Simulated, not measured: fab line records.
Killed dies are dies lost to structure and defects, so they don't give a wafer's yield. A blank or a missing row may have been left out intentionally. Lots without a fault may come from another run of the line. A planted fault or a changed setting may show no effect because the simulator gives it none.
Code-filled problem report in 8D (eight disciplines) form -- flow sky130 -- the parts of the form that need people (team, actions taken, sign-off) are left out

== 1. WHAT WENT WRONG ==
Wafers without a fault read 7.501e+13, standard deviation 8.7e+10; dose ions cm2 at SKY_LDD_N_IMPLANT_11 reads a mean of 1.096e+14 on 6 wafers belonging to 2 lots. That is +99 or more standard deviations from the usual mean.
The first sign was on wafer L956.2 at day 23 08:01, on implanter-04. Wafers with a number at this step in the record: 36, from 12 lots. Rule for "out", or "out of limits": more than 4 standard deviations from the usual mean. The other wafers with a number count as sound.

== 2. WHAT IT IS, WHAT IT ISN'T ==
question,is,is not
which readings at this step,"dose ions cm2, beam on s, faraday current uA",rotation deg
which lots,"L956, L958","L941, L942, L944, L945, L947, L949, L950, L952, L953, L963"
which wafers of those lots,all that have a number,-
read on which tools,implanter-04,"implanter-02, implanter-03"
when,from day 23 08:01,up to then (27 sound wafers); but 3 sound wafers of L963 came after

== 3. SUSPECTS, AND WHAT RULES EACH OUT ==
Counting: a tool at a process step up to the reading stays a suspect if it ran every lot that is out and no sound lot after the first of them.
- implanter-04 at SKY_LDD_N_IMPLANT_11: kept. All lots that are out passed through it, beginning with L956 at day 23 08:01, and no sound lot followed; its final sound lot before that point was L953 at day 22 13:38. Its own beam on s, dose ions cm2, faraday current uA readings are out on those wafers.
After counting, what remains is implanter-04 at SKY_LDD_N_IMPLANT_11.

== 4. THE CAUSE (what the simulator had put in) ==
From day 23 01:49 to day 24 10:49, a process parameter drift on implanter-04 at SKY_LDD_N_IMPLANT_11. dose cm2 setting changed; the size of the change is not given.
Counting left only this tool.

== 5. SEQUENCE OF EFFECTS, ordered by route ==
Each row: a reading where the mean over the struck wafers with a number is more than 3 standard deviations away from the usual. Scope: only readings with a usual standard deviation given in the record; hours: median across lots of the time from each lot's start at the first step in this table that gives one to its start at this step; sigmas: change in usual standard deviations.
hours,step,reading,usual,on struck wafers,change,sigmas
0,SKY_LDD_N_IMPLANT_11,beam on s,9.98 s,13.00,+3.02,+14
0,SKY_LDD_N_IMPLANT_11,dose ions cm2,7.501e+13,1.096e+14,+3.461e+13,+99 or more
0,SKY_LDD_N_IMPLANT_11,faraday current uA,423,476,+53,+5.8
1,SKY_LDD_N_STRIP_16,strip time to endpoint s,4.312 s,4.404,+0.092,+6.6
Here are the process steps it includes:
- SKY_LDD_N_IMPLANT_11
- SKY_LDD_N_STRIP_16: strips in O2/N2.
At these later measuring or inspecting steps, every struck wafer for which the step has a row has a number for every such reading, and none has moved that far: SKY_LDD_P_TW_MEAS_11, SKY_LDD_HVN_OVL_MEAS_07, SKY_LI_CONTACT_OVL_MEAS_13.

== 6. WHAT WOULD HAVE CAUGHT IT SOONER ==
The fault began at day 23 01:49; the first out-of-limits reading in this record came at day 23 08:01, 6 hours later.
